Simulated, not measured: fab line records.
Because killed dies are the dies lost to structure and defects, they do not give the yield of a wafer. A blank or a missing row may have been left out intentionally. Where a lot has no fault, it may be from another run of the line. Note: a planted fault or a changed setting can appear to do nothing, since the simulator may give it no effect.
The tool behind it: which one? / flow sky130 / 36 wafers from 12 lots sampled at 3 of the route's 708 steps

== WHAT THE GAUGES READ, wafer by wafer ==
SKY_NWELL_RS_MEAS_29: the measuring method here is four-point-probe. Usual: NWELL_RS typically reads 624.9 ohm/sq, with standard deviation 1.5.
lot=L210; measured=day 5 18:29; on=film-metro-01; NWELL_RS (ohm/sq)=629.1 626.7 626.8; flag=
lot=L211; measured=day 5 23:29; on=film-metro-04; NWELL_RS (ohm/sq)=622.9 622.9 621.7; flag=
lot=L215; measured=day 7 01:06; on=film-metro-01; NWELL_RS (ohm/sq)=626.1 623.6 624.8; flag=
lot=L217; measured=day 7 13:54; on=film-metro-04; NWELL_RS (ohm/sq)=627.0 626.6 625.4; flag=
lot=L218; measured=day 7 16:49; on=film-metro-01; NWELL_RS (ohm/sq)=619.2 619.0 618.1; flag=OFF
lot=L220; measured=day 8 08:26; on=film-metro-03; NWELL_RS (ohm/sq)=620.3 619.0 618.6; flag=OFF
lot=L226; measured=day 10 02:52; on=film-metro-03; NWELL_RS (ohm/sq)=622.9 625.0 623.5; flag=
lot=L227; measured=day 10 06:11; on=film-metro-04; NWELL_RS (ohm/sq)=624.2 623.1 622.4; flag=
lot=L228; measured=day 10 10:19; on=film-metro-01; NWELL_RS (ohm/sq)=623.1 622.0 624.0; flag=
lot=L229; measured=day 10 20:20; on=film-metro-04; NWELL_RS (ohm/sq)=625.1 625.7 625.4; flag=
lot=L230; measured=day 11 00:25; on=film-metro-01; NWELL_RS (ohm/sq)=623.8 625.8 626.7; flag=
lot=L231; measured=day 11 06:14; on=film-metro-04; NWELL_RS (ohm/sq)=624.2 624.0 625.0; flag=

SKY_CONTACT_THK_MEAS_03. Usual: CONTACT_HDPCVD_THK typically reads 566 nm, with standard deviation 7.5.
lot=L210; measured=day 31 01:26; on=film-metro-02; CONTACT_HDPCVD_THK (nm)=562 555 552; flag=
lot=L211; measured=day 31 09:11; on=film-metro-04; CONTACT_HDPCVD_THK (nm)=569 576 564; flag=
lot=L215; measured=day 32 22:55; on=film-metro-02; CONTACT_HDPCVD_THK (nm)=554 555 565; flag=
lot=L217; measured=day 33 04:27; on=film-metro-04; CONTACT_HDPCVD_THK (nm)=567 570 560; flag=
lot=L218; measured=day 33 09:21; on=film-metro-03; CONTACT_HDPCVD_THK (nm)=569 564 569; flag=
lot=L220; measured=day 34 02:34; on=film-metro-02; CONTACT_HDPCVD_THK (nm)=563 559 563; flag=
lot=L226; measured=day 36 15:35; on=film-metro-02; CONTACT_HDPCVD_THK (nm)=570 576 570; flag=
lot=L227; measured=day 36 17:29; on=film-metro-02; CONTACT_HDPCVD_THK (nm)=570 579 572; flag=
lot=L228; measured=day 36 19:06; on=film-metro-04; CONTACT_HDPCVD_THK (nm)=574 567 567; flag=
lot=L229; measured=day 37 01:16; on=film-metro-03; CONTACT_HDPCVD_THK (nm)=561 570 561; flag=
lot=L230; measured=day 37 05:31; on=film-metro-04; CONTACT_HDPCVD_THK (nm)=560 564 567; flag=
lot=L231; measured=day 37 13:06; on=film-metro-03; CONTACT_HDPCVD_THK (nm)=553 547 556; flag=

== WHICH TOOL RAN EACH LOT (tool, then ch and the chambers of the sampled wafers, then the start) ==
lot=L210; SKY_NWELL_IMPLANT_11=implanter-01 ch 0, day 4 23:27
lot=L211; SKY_NWELL_IMPLANT_11=implanter-01 ch 0, day 5 04:41
lot=L215; SKY_NWELL_IMPLANT_11=implanter-01 ch 0, day 6 05:18
lot=L217; SKY_NWELL_IMPLANT_11=implanter-02 ch 0, day 6 17:35
lot=L218; SKY_NWELL_IMPLANT_11=implanter-01 ch 0, day 6 19:53
lot=L220; SKY_NWELL_IMPLANT_11=implanter-01 ch 0, day 7 11:34
lot=L226; SKY_NWELL_IMPLANT_11=implanter-04 ch 0, day 9 04:35
lot=L227; SKY_NWELL_IMPLANT_11=implanter-02 ch 0, day 9 06:59
lot=L228; SKY_NWELL_IMPLANT_11=implanter-02 ch 0, day 9 11:15
lot=L229; SKY_NWELL_IMPLANT_11=implanter-02 ch 0, day 9 20:11
lot=L230; SKY_NWELL_IMPLANT_11=implanter-02 ch 0, day 9 23:38
lot=L231; SKY_NWELL_IMPLANT_11=implanter-04 ch 0, day 10 05:52
- SKY_NWELL_IMPLANT_11

== WHAT THE TOOLS THEMSELVES READ (means of the sampled wafers that have a number; where no wafer has one, the mark that the record gives instead) ==
SKY_NWELL_IMPLANT_11. Usual: beam-energy-keV at 399.98, with a standard deviation of 0.12.
lot=L210 tool=implanter-01 beam-energy-keV=400.03 flag=
lot=L211 tool=implanter-01 beam-energy-keV=400.12 flag=
lot=L215 tool=implanter-01 beam-energy-keV=399.96 flag=
lot=L217 tool=implanter-02 beam-energy-keV=399.90 flag=
lot=L218 tool=implanter-01 beam-energy-keV=418.50 flag=OFF
lot=L220 tool=implanter-01 beam-energy-keV=418.34 flag=OFF
lot=L226 tool=implanter-04 beam-energy-keV=399.93 flag=
lot=L227 tool=implanter-02 beam-energy-keV=400.18 flag=
lot=L228 tool=implanter-02 beam-energy-keV=399.87 flag=
lot=L229 tool=implanter-02 beam-energy-keV=400.04 flag=
lot=L230 tool=implanter-02 beam-energy-keV=400.06 flag=
lot=L231 tool=implanter-04 beam-energy-keV=399.95 flag=

== THE ANSWER, worked out from the rows above alone ==
Rule: a lot counts as off when the mean over its wafers that have a number is more than 3 standard deviations away from the usual mean. A lot without any number at a reading at which 4 lots or more have one is off too. Any other lot the step has rows for is counted as sound. After the gauges, taken in route order, come the tools' own readings; for these a lot's mean is taken, as printed above. At the first step where some lot is off, the reading lying furthest off is the one used; lots without a number count as furthest.
Off: L218, L220, at SKY_NWELL_RS_MEAS_29 (NWELL_RS).
A tool fits if, at a process step before that reading, it ran every lot that is off, and no sound lot after the first of them. The gauges at SKY_NWELL_RS_MEAS_29 aren't tried: what is off there is off at SKY_NWELL_IMPLANT_11 too, on other tools, and a gauge's error can't cause that. One fits: SKY_NWELL_IMPLANT_11 on implanter-01. A fault onset in the window from L215 (day 6 05:18, its last sound lot) to L218 (day 6 19:53, its first lot off) fits.
The tool's own readings at SKY_NWELL_IMPLANT_11 bear it out: on the lots that are off they differ by more than 5 times the standard deviation of the sound lots' means. beam-energy-keV reads 418.42 there against 400.00 on the sound lots.

== WHAT THE SIMULATOR PUT IN ==
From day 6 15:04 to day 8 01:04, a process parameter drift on implanter-01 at SKY_NWELL_IMPLANT_11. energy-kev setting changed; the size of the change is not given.
Shown lots that were struck: L218, L220. The rule above reached the same finding.
